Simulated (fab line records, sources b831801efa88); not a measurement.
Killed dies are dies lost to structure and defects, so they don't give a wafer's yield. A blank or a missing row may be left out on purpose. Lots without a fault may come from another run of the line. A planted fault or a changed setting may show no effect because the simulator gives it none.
Which tool did it? | flow gf180mcu | 13 lots, 39 wafers sampled, at 2 steps of a route of 602

WHAT THE GAUGES READ, wafer by wafer
GF_DUAL_GATE_THK_MEAS_03. Usual: DUAL_GATE_OXIDATION_00_THK 11.00 nm, standard deviation 0.19.
lot  | measured     | on            | DUAL_GATE_OXIDATION_00_THK (nm) | flag
L955 | day 7 15:35  | film_metro-03 | 10.97 11.16 10.72               |
L956 | day 7 19:40  | film_metro-02 | 11.33 11.46 11.08               |
L958 | day 8 16:20  | film_metro-01 | 11.16 11.16 11.04               |
L959 | day 8 21:42  | film_metro-03 | 10.86 10.93 10.98               |
L960 | day 8 21:43  | film_metro-02 | 11.15 11.06 11.04               |
L968 | day 11 04:05 | film_metro-01 | 11.16 11.26 11.11               |
L970 | day 11 20:23 | film_metro-02 | 10.81 10.92 10.95               |
L971 | day 12 03:58 | film_metro-01 | 10.63 10.78 10.96               |
L972 | day 12 08:10 | film_metro-03 | 11.02 11.07 11.22               |
L974 | day 12 23:58 | film_metro-03 | 10.99 10.93 10.89               |
L975 | day 13 05:55 | film_metro-01 | 11.29 11.35 11.31               |
L977 | day 13 17:32 | film_metro-03 | 11.23 11.23 11.40               |
L978 | day 14 02:14 | film_metro-02 | 11.03 10.83 10.88               |

GF_POLY_GATE_THK_MEAS_01. Usual: POLY_GATE_CVD_00_THK 201.6 nm, standard deviation 2.
lot  | measured     | on            | POLY_GATE_CVD_00_THK (nm) | flag
L955 | day 8 16:14  | film_metro-03 | 201.3 200.2 200.6         |
L956 | day 8 16:16  | film_metro-02 | 204.9 203.9 204.3         |
L958 | day 9 11:53  | film_metro-04 | 202.0 199.2 201.3         |
L959 | day 9 17:58  | film_metro-04 | 200.6 201.3 202.9         |
L960 | day 9 17:58  | film_metro-02 | 205.8 204.7 205.5         |
L968 | day 12 01:25 | film_metro-04 | 202.9 201.6 204.9         |
L970 | day 12 18:34 | film_metro-04 | 202.4 204.0 201.3         |
L971 | day 13 02:30 | film_metro-04 | 201.1 202.4 202.3         |
L972 | day 13 05:49 | film_metro-03 | 202.8 201.3 200.2         |
L974 | day 13 23:05 | film_metro-02 | 202.7 201.7 201.9         |
L975 | day 14 05:44 | film_metro-03 | 202.6 200.9 199.5         |
L977 | day 14 18:33 | film_metro-04 | 204.5 202.4 203.7         |
L978 | day 15 02:58 | film_metro-03 | 199.0 200.0 199.7         |

WHICH TOOL RAN EACH LOT (tool, then ch and the chambers of the sampled wafers, then the start)
The record holds no process step before these readings.

WHAT THE TOOLS THEMSELVES READ (means of the sampled wafers that have a number; where no wafer has one, the mark that the record gives instead)
The record holds no such reading with a usual standard deviation.

THE ANSWER, worked out from the rows above alone
Rule: a lot is off if the mean of its wafers that have a number lies more than 3 standard deviations from the usual mean. A lot without any number at a reading at which 4 lots or more have one is off too. The other lots that the step has rows for count as sound. The gauges are gone through in route order, then the tools' own readings, and for those a lot's mean is taken as printed above. The first step at which some lot is off is used, and at that step the reading that is off furthest; a lot without a number counts as furthest.
No lot is off at any reading shown: from this, nothing can be told.

WHAT THE SIMULATOR HAD PUT IN
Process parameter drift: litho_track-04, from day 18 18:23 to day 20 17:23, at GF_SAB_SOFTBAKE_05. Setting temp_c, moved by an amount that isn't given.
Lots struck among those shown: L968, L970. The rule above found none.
